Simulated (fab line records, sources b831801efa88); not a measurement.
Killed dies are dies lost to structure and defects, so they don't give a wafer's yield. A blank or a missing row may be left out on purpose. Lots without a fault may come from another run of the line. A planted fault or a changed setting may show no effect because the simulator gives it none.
Which tool did it? | flow gf180mcu | 13 lots, 39 wafers sampled, at 3 steps of a route of 602

WHAT THE GAUGES READ, wafer by wafer
GF_VT_IMPLANT_OVL_MEAS_07.
lot  | measured     | on         | VT_IMPLANT_OVL (nm)
L806 | day 5 17:16  | overlay-02 | -0.3 -0.2 0.7
L807 | day 6 00:11  | overlay-02 | 2.2 0.2 2.6
L808 | day 6 03:27  | overlay-01 | 1.9 -0.3 -0.2
L809 | day 6 12:02  | overlay-02 | -0.1 0.6 0.6
L810 | day 6 15:23  | overlay-02 | 0.8 -1.0 3.5
L811 | day 6 22:14  | overlay-02 | 4.5 2.9 3.1
L812 | day 7 11:08  | overlay-02 | 2.6 2.2 1.2
L814 | day 7 20:32  | overlay-02 | 0.4 3.1 0.0
L816 | day 8 07:35  | overlay-01 | -2.0 -1.8 -1.2
L820 | day 9 05:35  | overlay-01 | 2.4 1.2 3.4
L821 | day 9 09:11  | overlay-02 | 1.0 0.1 -0.2
L822 | day 9 13:11  | overlay-02 | 0.6 0.9 1.2
L826 | day 10 15:32 | overlay-01 | 4.2 0.7 1.6

GF_V1_THK_MEAS_01.
lot  | measured     | on            | V1_CVD_00_THK (nm)
L806 | day 17 00:30 | film_metro-01 | 593 600 596
L807 | day 17 10:10 | film_metro-01 | 606 604 600
L808 | day 17 12:41 | film_metro-03 | 597 602 601
L809 | day 18 02:06 | film_metro-03 | 588 598 593
L810 | day 18 11:17 | film_metro-01 | 597 596 606
L811 | day 18 22:09 | film_metro-01 | 612 605 595
L812 | day 19 13:27 | film_metro-03 | 588 594 598
L814 | day 20 02:23 | film_metro-02 | 588 592 596
L816 | day 20 21:54 | film_metro-01 | 593 591 599
L820 | day 22 10:31 | film_metro-03 | 588 598 600
L821 | day 22 14:32 | film_metro-03 | 604 611 602
L822 | day 22 20:40 | film_metro-02 | 601 596 604
L826 | day 23 22:58 | film_metro-03 | 602 612 596

WHICH TOOL RAN EACH LOT (tool, then ch and the chambers of the sampled wafers, then the start)
lot  | GF_POLY_GATE_ETCH_13
L806 | rie_si-02 ch 0,1,2, day 9 08:32
L807 | rie_si-02 ch 0,2,3, day 9 14:38
L808 | rie_si-01 ch 0,1,3, day 9 16:14
L809 | rie_si-02 ch 0,1, day 10 01:17
L810 | rie_si-02 ch 1,2,3, day 10 06:14
L811 | rie_si-01 ch 1,2, day 10 16:14
L812 | rie_si-02 ch 0,2,3, day 11 05:56
L814 | rie_si-02 ch 0,1,2, day 11 15:39
L816 | rie_si-01 ch 0,1,2, day 12 05:19
L820 | rie_si-02 ch 0,1, day 13 05:46
L821 | rie_si-01 ch 0,2, day 13 09:58
L822 | rie_si-02 ch 2,3, day 13 17:52
L826 | rie_si-01 ch 1,2,3, day 14 20:45
- GF_POLY_GATE_ETCH_13: etches poly-Si in HBr/Cl2, stops on SiO2, target depth 198.5 nm, time 69.6 s.

WHAT THE TOOLS THEMSELVES READ (means of the sampled wafers that have a number; where no wafer has one, the mark that the record gives instead)
GF_POLY_GATE_ETCH_13.
lot  | tool      | bias_w (W) | chamber_pressure_mTorr (mTorr) | drypump_motor_current_A (A) | oes_product_au (a.u.) | throttle_valve_pct (%)
L806 | rie_si-02 | 100.1      | 10.000                         | 6.2                         | 1.001                 | 33.676
L807 | rie_si-02 | 99.9       | 10.004                         | 6.4                         | 0.992                 | 33.687
L808 | rie_si-01 | 100.4      | 10.008                         | 6.0                         | 0.987                 | 33.689
L809 | rie_si-02 | 99.9       | 10.003                         | 6.3                         | 0.992                 | 33.676
L810 | rie_si-02 | 100.0      | 9.995                          | 6.1                         | 0.992                 | 33.684
L811 | rie_si-01 | 100.2      | 10.003                         | 6.2                         | 0.979                 | 33.687
L812 | rie_si-02 | 99.9       | 10.007                         | 6.5                         | 0.988                 | 33.688
L814 | rie_si-02 | 100.0      | 9.999                          | 6.2                         | 0.990                 | 33.679
L816 | rie_si-01 | 100.1      | 10.000                         | 6.1                         | 0.974                 | 33.676
L820 | rie_si-02 | 100.0      | 10.001                         | 6.0                         | 0.992                 | 33.677
L821 | rie_si-01 | 99.9       | 9.999                          | 6.2                         | 0.983                 | 33.687
L822 | rie_si-02 | 100.3      | 9.996                          | 6.3                         | 0.995                 | 33.680
L826 | rie_si-01 | 99.7       | 9.997                          | 6.1                         | 0.986                 | 33.690

THE ANSWER, worked out from the rows above alone
Rule: what is usual is taken from the lots themselves. Put in order of their means at a reading, lots are off if they are a third of the lots or fewer, leave a main group of 4 or more, and stand apart from it by a gap of 3 or more times the standard deviation of the main group's means; of several such gaps the widest counts. A main group whose means are all the same, to the digits that the tables above print for the reading, isn't used. A lot without any number at a reading at which 4 lots or more have one is off too. The other lots that the step has rows for count as sound. The gauges are gone through in route order, then the tools' own readings, and for those a lot's mean is taken as printed above. The first step at which some lot is off is used, and at that step the reading that is off furthest; a lot without a number counts as furthest.
No lot is off at any reading shown: from this, nothing can be told.

WHAT THE SIMULATOR HAD PUT IN
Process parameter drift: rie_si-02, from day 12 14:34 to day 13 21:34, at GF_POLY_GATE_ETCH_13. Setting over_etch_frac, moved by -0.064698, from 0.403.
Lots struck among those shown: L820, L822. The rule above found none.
